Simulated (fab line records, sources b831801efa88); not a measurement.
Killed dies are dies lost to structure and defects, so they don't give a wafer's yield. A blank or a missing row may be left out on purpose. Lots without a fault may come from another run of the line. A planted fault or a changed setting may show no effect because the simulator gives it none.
A struck lot beside a sound one | flow sky130 | 14 steps out of a route of 708
Sound: wafers L984.2, L984.5, L984.6. Struck: wafers L978.2, L978.4, L978.6. The cause comes at the end.
At each step with rows: each side's tool, then ch and its chambers, then its first start. Under that, the readings that differ: sound wafers | struck wafers | difference of the means | sigmas: that difference in standard deviations of wafers without a fault.
alike: readings whose means differ by less than 2 such deviations, and words and numbers that are the same on both sides. not compared: withheld readings, readings that some wafer has no value for, bounds like >300 that may hide the same value, and numbers for which the record gives no deviation and whose values overlap.
The two part at a step that has a row with sigmas, a row that says differs or no value, or rows on one side only. Numbers that don't overlap but have no deviation are shown without sigmas and don't part them. A reading that every wafer of one side lacks parts them only if that side has two wafers or more.

first, 5 steps without rows for these wafers: SKY_SONOS_ONO_COAT_08 (resist thk 1140 nm); SKY_SONOS_ONO_SOFTBAKE_09 (time 60 s); SKY_SONOS_ONO_EXPOSE_10 (exposes mask ONOM, target cd 410 nm); SKY_SONOS_ONO_PEB_11; SKY_SONOS_ONO_DEVELOP_12 (develop time 60 s).
SKY_SONOS_ONO_CD_MEAS_13: target cd 410 nm.
  sound on cd_sem-01, day 19 08:59; struck on cd_sem-01, day 16 09:01
  alike: cd_nm
SKY_SONOS_ONO_OVL_MEAS_14:
  sound on overlay-02, day 19 09:05; struck on overlay-01, day 16 09:08
  alike: SONOS_ONO_OVL
SKY_SONOS_ONO_ETCH_15: etches the open film in CHF3/O2, target depth 19.52 nm, time 7.8 s.
  sound on rie_diel-02 ch 0,1,2, day 19 09:07; struck on rie_diel-01 ch 0,1,3, day 16 09:10
  alike: drypump_motor_current_A, oes_product_au, throttle_valve_pct
  not compared: rf_hours_counter_h
then, 1 step without rows for these wafers: SKY_SONOS_ONO_WET_ETCH_16 (etches SiO2 in dHF, target depth 14 nm, time 280 s).
SKY_SONOS_ONO_STRIP_17: strips in O2/N2.
  sound on plasma_asher-01 ch 0,1, day 19 09:14; struck on plasma_asher-01 ch 0,1, day 16 09:16
  alike: drypump_motor_current_A, o2_flow_sccm, oes_product_au, strip_time_to_endpoint_s
  not compared: rf_hours_counter_h
then, 2 steps without rows for these wafers: SKY_SONOS_ONO_WET_ETCH_18 (etches Si3N4 in H3PO4, target depth 15 nm, time 172 s); SKY_GATE_OXIDE_CLEAN_00 (cleans in SC1/SC2, time 150 s).
SKY_GATE_OXIDE_OXIDATION_01: stabilise 600 s, purge 300 s, target thk 10.268 nm.
  sound on furnace-02 ch 0, day 19 10:15; struck on furnace-01, day 16 10:32
  no value came back on the struck wafers for ox_temp_c (C), ox_temp_c_max, tube_center_temp_C_max; on the sound wafers ox_temp_c (C) reads 900.2 899.6 900.1
then, 1 step without rows for these wafers: SKY_GATE_OXIDE_DEHYDRATE_03 (time 60 s).

WHERE THEY PART
Only at SKY_GATE_OXIDE_OXIDATION_01, within this record.

WHY: what the simulator had put in
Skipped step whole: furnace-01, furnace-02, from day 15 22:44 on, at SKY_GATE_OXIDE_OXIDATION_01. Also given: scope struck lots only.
